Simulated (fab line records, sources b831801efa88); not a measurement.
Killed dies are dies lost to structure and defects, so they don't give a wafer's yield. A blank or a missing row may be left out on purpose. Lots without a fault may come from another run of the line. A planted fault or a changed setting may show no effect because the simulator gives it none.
Which tool did it? | flow gf180mcu | 14 lots, 42 wafers sampled, at 2 steps of a route of 602

WHAT THE GAUGES READ, wafer by wafer
GF_VT_IMPLANT_TW_MEAS_32.
lot  | measured     | on            | VT_IMPLANT_3_TW
L880 | day 6 17:59  | film_metro-01 | 271.6 269.1 270.1
L881 | day 7 00:13  | film_metro-04 | 268.2 267.8 267.6
L883 | day 7 14:38  | film_metro-01 | 270.7 269.5 269.2
L884 | day 7 19:20  | film_metro-02 | 267.0 266.0 267.1
L888 | day 9 05:38  | film_metro-01 | 269.6 270.2 269.3
L889 | day 9 20:32  | film_metro-01 | 271.9 270.2 269.3
L892 | day 10 13:23 | film_metro-01 | 269.9 268.4 269.3
L895 | day 11 05:56 | film_metro-02 | 268.6 267.7 266.2
L898 | day 11 20:02 | film_metro-01 | 268.8 267.8 268.2
L899 | day 12 00:41 | film_metro-02 | 269.9 269.9 268.5
L900 | day 12 05:56 | film_metro-04 | 267.0 267.0 268.0
L901 | day 12 14:32 | film_metro-04 | 266.9 267.6 267.5
L902 | day 12 21:52 | film_metro-01 | 268.0 267.1 267.9
L903 | day 13 03:38 | film_metro-04 | 267.8 268.3 267.4

GF_DUAL_GATE_THK_MEAS_03.
lot  | measured     | on            | DUAL_GATE_OXIDATION_00_THK (nm)
L880 | day 7 12:00  | film_metro-02 | 10.67 11.02 10.87
L881 | day 7 19:53  | film_metro-02 | 11.29 11.11 11.17
L883 | day 8 09:22  | film_metro-02 | 11.16 11.26 10.96
L884 | day 8 15:12  | film_metro-03 | 10.80 10.69 10.87
L888 | day 10 02:00 | film_metro-03 | 11.16 11.24 11.37
L889 | day 10 17:13 | film_metro-04 | 10.71 10.85 10.88
L892 | day 11 10:12 | film_metro-02 | 10.85 10.93 10.84
L895 | day 12 03:58 | film_metro-03 | 11.11 11.16 11.10
L898 | day 12 17:38 | film_metro-02 | 10.68 10.51 10.84
L899 | day 13 01:37 | film_metro-04 | 10.86 10.70 10.89
L900 | day 13 05:08 | film_metro-04 | 10.92 11.03 10.87
L901 | day 13 13:05 | film_metro-04 | 10.68 10.55 10.54
L902 | day 13 19:58 | film_metro-04 | 11.12 11.14 11.05
L903 | day 14 03:04 | film_metro-02 | 10.66 10.67 10.86

WHICH TOOL RAN EACH LOT (tool, then ch and the chambers of the sampled wafers, then the start)
The record holds no process step before these readings.

WHAT THE TOOLS THEMSELVES READ (means of the sampled wafers that have a number; where no wafer has one, the mark that the record gives instead)
The record holds no such reading with a usual standard deviation.

THE ANSWER, worked out from the rows above alone
Rule: what is usual is taken from the lots themselves. Put in order of their means at a reading, lots are off if they are a third of the lots or fewer, leave a main group of 4 or more, and stand apart from it by a gap of 3 or more times the standard deviation of the main group's means; of several such gaps the widest counts. A main group whose means are all the same, to the digits that the tables above print for the reading, isn't used. A lot without any number at a reading at which 4 lots or more have one is off too. The other lots that the step has rows for count as sound. The gauges are gone through in route order, then the tools' own readings, and for those a lot's mean is taken as printed above. The first step at which some lot is off is used, and at that step the reading that is off furthest; a lot without a number counts as furthest.
No lot is off at any reading shown: from this, nothing can be told.

WHAT THE SIMULATOR HAD PUT IN
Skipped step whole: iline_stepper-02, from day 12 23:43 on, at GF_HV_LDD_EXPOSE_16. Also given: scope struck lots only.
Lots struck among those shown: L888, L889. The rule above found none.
